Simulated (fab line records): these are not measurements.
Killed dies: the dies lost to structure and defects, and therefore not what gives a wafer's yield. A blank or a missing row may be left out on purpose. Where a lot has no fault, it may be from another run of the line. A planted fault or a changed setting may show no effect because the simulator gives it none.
A struck lot beside a sound one | flow sky130 | 14 steps out of a route of 708
Sound: these wafers, L219.2, L219.5, L219.6. Struck: wafers L235.1, L235.3, L235.4. The cause is given at the end.
Per side, at each step with rows, come the tool, then ch with its chambers, and then its first start. Under that, the readings that differ: sound wafers | struck wafers | difference of the means | sigmas: that difference in standard deviations of wafers without a fault.
alike: readings with means less than 2 such deviations apart, plus words and numbers identical on both sides. not compared: withheld readings, readings lacking a value on some wafer, bounds such as >300 that could conceal the same value, and numbers that have no deviation in the record and whose values overlap.
The two part at a step that has a row with sigmas, a row that says differs or no value, or rows on one side only. Non-overlapping numbers with no deviation appear without sigmas and do not part them. Lack of a reading on every wafer of one side parts them only where that side has two or more wafers.

SKY_CONTACT_STRIP_19: strips in O2/N2.
  sound on plasma_asher-04 ch 0,1, day 33 00:22; struck on plasma_asher-03 ch 0,1, day 38 03:55
  alike: drypump_motor_current_A, oes_product_au, strip_time_to_endpoint_s
  not compared: rf_hours_counter_h
then, 3 steps without rows for these wafers: SKY_CONTACT_STRIP_20 (strips in post etch residue remover, time 1200 s); SKY_CONTACT_CLEAN_21 (cleans in IPA, time 180 s); SKY_CONTACT_CLEAN_22 (cleans in O3/DIW).
SKY_CONTACT_SPUTTER_23: material TiN, target thk 20 nm, time 80 s.
  struck on pvd_sputter-03, day 38 04:30; sound on pvd_sputter-04, day 33 00:59
  alike: chamber_pressure_pa, throttle_valve_pct
SKY_CONTACT_CVD_24: deposits W, target thk 340 nm, time 102.12 s.
  sound on cvd_w-02 ch 0,1, day 33 01:03; struck on cvd_w-02 ch 0,1, day 38 04:34
  alike: heater_power_w
SKY_CONTACT_RS_MEAS_25: the measuring method here is four-point-probe.
  struck on film_metro-02, day 38 04:40; sound on film_metro-02, day 33 01:11
  alike: CONTACT_W_RS
SKY_CONTACT_THK_MEAS_26: measures by xrf.
  struck on film_metro-02, day 38 04:47; sound on film_metro-02, day 33 01:17
  alike: CONTACT_W_THK
then, 2 steps without rows for these wafers: SKY_CONTACT_CMP_27 (polishes, stops on SiO2, t overpolish 15 s, target thk 0 nm); SKY_METAL1_SPUTTER_00 (material Ti, target thk 15 nm, time 10 s).
SKY_METAL1_SPUTTER_01: material TiN, target thk 20 nm, time 16.7 s.
  struck on pvd_sputter-04, day 38 05:10; sound on pvd_sputter-01, day 33 01:40
  alike: chamber_pressure_pa, throttle_valve_pct
SKY_METAL1_SPUTTER_02: material AlCu, target thk 250 nm, time 13.3 s.
  struck on pvd_sputter-04, day 38 05:12; sound on pvd_sputter-01, day 33 01:41
  alike: chamber_pressure_pa, throttle_valve_pct
SKY_METAL1_SPUTTER_03: material Ti, target thk 5 nm, time 3.3 s.
  struck on pvd_sputter-04, day 38 05:13; sound on pvd_sputter-01, day 33 01:43
  reading                                   | sound             | struck            | difference | sigmas
  model.Ti_of_METAL1_SPUTTER_03.thk_nm (nm) | 5.018 4.832 5.038 | 7.196 7.261 7.172 | +2.247     |
  alike: chamber_pressure_pa, throttle_valve_pct
then, 1 step without rows for these wafers: SKY_METAL1_SPUTTER_04 (material TiN, target thk 70 nm, time 58.3 s).

WHERE THEY PART
Nowhere in this record.

WHY: what had been put in by the simulator
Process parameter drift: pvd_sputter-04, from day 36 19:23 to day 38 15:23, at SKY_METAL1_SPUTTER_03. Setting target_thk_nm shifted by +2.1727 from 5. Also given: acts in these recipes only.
